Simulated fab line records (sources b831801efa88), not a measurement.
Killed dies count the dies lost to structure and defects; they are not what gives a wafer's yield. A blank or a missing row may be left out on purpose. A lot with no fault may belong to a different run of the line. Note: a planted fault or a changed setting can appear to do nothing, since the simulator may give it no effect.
Matching of chambers    flow gf180mcu    GF_STI_ETCH_14 on rieSi-02: 4 sister chambers
The step etches Si in HBr/Cl2/O2, target depth 360 nm, time 102.9 s. 16 wafers are shown with their chamber, then 8 later ones without.

WAFERS WITH THEIR CHAMBER
wafer   chamber  chamberPressureMTorr (mTorr)  throttleValvePct (%)  oesProductAu (a.u.)
L648.2  1        15.009                        25.647                1.004
L648.3  0        15.006                        25.655                0.999
L648.6  2        14.995                        25.666                1.010
L649.1  1        14.987                        25.650                1.006
L649.3  2        14.976                        25.672                1.005
L649.6  0        14.995                        25.640                1.008
L650.1  1        14.995                        25.659                1.000
L650.3  2        15.008                        25.642                1.003
L650.4  3        15.005                        25.651                1.003
L655.4  1        15.004                        25.629                1.002
L655.5  1        15.021                        25.659                0.998
L655.6  2        15.020                        25.646                1.008
L656.1  1        15.010                        25.651                1.010
L656.2  2        14.984                        25.655                0.997
L656.3  3        15.013                        25.664                1.011
L658.2  1        15.009                        25.647                1.004

SIGNATURES (averages over the wafers above)
reading               chamber 0  chamber 1  chamber 2  chamber 3  scatter within a chamber
chamberPressureMTorr  15.00050   15.00500   14.99660   15.00900   0.0132
throttleValvePct      25.64750   25.64886   25.65620   25.65750   0.011
oesProductAu          1.00350    1.00343    1.00460    1.00700    0.00472
Rule: a wafer lies at a distance from a chamber equal to the root of the sum of squares, over the readings, of (its reading less the chamber's mean, divided by the reading's scatter). The wafer belongs to the nearest chamber; if the next one is less than 2 further off, it can't be placed. How the scatter is found: for the shown wafers, subtract from each reading the mean of its chamber, square and add these, divide the total by (wafers less chambers), then take the root.

WAFERS MISSING THEIR CHAMBER
wafer   chamberPressureMTorr (mTorr)  throttleValvePct (%)  oesProductAu (a.u.)
L658.5  14.978                        25.646                1.002
L658.6  15.007                        25.656                1.001
L668.2  15.000                        25.649                1.005
L668.3  14.996                        25.655                1.004
L668.4  14.997                        25.655                1.007
L669.3  14.985                        25.648                1.015
L669.4  14.993                        25.633                1.010
L669.5  14.982                        25.655                1.020

THE CHAMBER EACH PASSED THROUGH
wafer   from the rows above                in truth
L658.5  can't be placed: 0 or 2 or 1 or 3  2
L658.6  can't be placed: 1 or 0 or 2 or 3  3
L668.2  can't be placed: 0 or 1 or 2 or 3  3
L668.3  can't be placed: 2 or 0 or 1 or 3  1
L668.4  can't be placed: 2 or 3 or 0 or 1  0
L669.3  can't be placed: 2 or 3 or 0 or 1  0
L669.4  can't be placed: 0 or 1 or 2 or 3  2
L669.5  can't be placed: 3 or 2 or 0 or 1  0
Placed correctly: 0 of 8. These rows do not allow placing 8 (true chamber among the candidates in 8). Wrongly placed: 0.
